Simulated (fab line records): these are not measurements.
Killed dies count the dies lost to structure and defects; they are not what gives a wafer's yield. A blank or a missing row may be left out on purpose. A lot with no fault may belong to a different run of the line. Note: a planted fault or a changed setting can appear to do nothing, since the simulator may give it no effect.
A single fault, viewed from 2 desks | flow gf180mcu | numbers are kept per desk, each desk with only its own; the story behind them comes last

## THE METROLOGY DESK
What the gauges read for every lot (on any tool): the sampled wafers with a number, averaged. The brackets show how far a lot's mean lies from the usual mean; more than 4 standard deviations puts the lot out of limits, marked OUT.
Columns: A = V1_CVD_02_THK at GF_V1_THK_MEAS_03, usual 852 nm; B = V1_W_THK at GF_V1_THK_MEAS_25, usual 349 nm
lot  | first seen here | A   | B
L910 | day 17 09:34    | 852 | 358
L911 | day 18 02:17    | 855 | 352
L912 | day 18 04:26    | 839 | 351
L913 | day 18 10:07    | 841 | 349
L914 | day 18 20:07    | 851 | 351
L915 | day 19 04:44    | 863 | 350
L917 | day 20 08:34    | 850 | 349
L918 | day 20 12:24    | 842 | 350
L922 | day 21 15:25    | 855 | 342
L927 | day 23 11:34    | 851 | 339
L930 | day 24 06:09    | 822 | 349
L931 | day 24 15:30    | 854 | 351
L932 | day 24 20:07    | 839 | 345
Result from this desk: across the 13 lots, nothing is out of limits.

## AT THE TOOL OWNER'S DESK: pvd-sputter-02
At GF_M2_SPUTTER_01 (material TiN, target thk 30 nm, time 25 s) the tool's own readings: per lot run on this tool, the mean of the sampled wafers that have a number. The brackets show how far a lot's mean lies from the usual mean; more than 4 standard deviations puts the lot out of limits, marked OUT.
Columns: A = cathode-dc-power-W at GF_M2_SPUTTER_01, usual 6499.9 W; B = throttle-valve-pct at GF_M2_SPUTTER_01, usual 30.3 %
lot  | first seen here | A                        | B
L915 | day 20 07:35    | 6499.4                   | 31.5
L917 | day 21 11:31    | 6498.9                   | 30.5
L918 | day 21 14:04    | 6499.6                   | 30.5
L922 | day 22 16:52    | 6669.1 (+99 or more) OUT | 31.6
L931 | day 25 14:41    | 6499.2                   | 31.7
Finding of this desk: L922 out of limits; the first was L922 at day 22 16:52, on cathode-dc-power-W at GF_M2_SPUTTER_01. L915, L917, L918, L931: within limits.

## ALL TOGETHER
An alarm could have come from the tool owner's desk at day 22 16:52, on L922.
At the metrology desk, nothing out of limits was observed.
The metrology desk has L922 on record, within its limits.
On pvd-sputter-02, each named lot ran GF_M2_SPUTTER_01.

## WHAT WAS PUT IN BY THE SIMULATOR
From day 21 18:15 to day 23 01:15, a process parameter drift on pvd-sputter-02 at GF_M2_SPUTTER_01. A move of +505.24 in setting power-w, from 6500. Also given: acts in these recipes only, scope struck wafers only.
Lots struck among those shown: L922.
Hours from the fault's start to each desk's first reading out of limits: the tool owner's desk, 23.
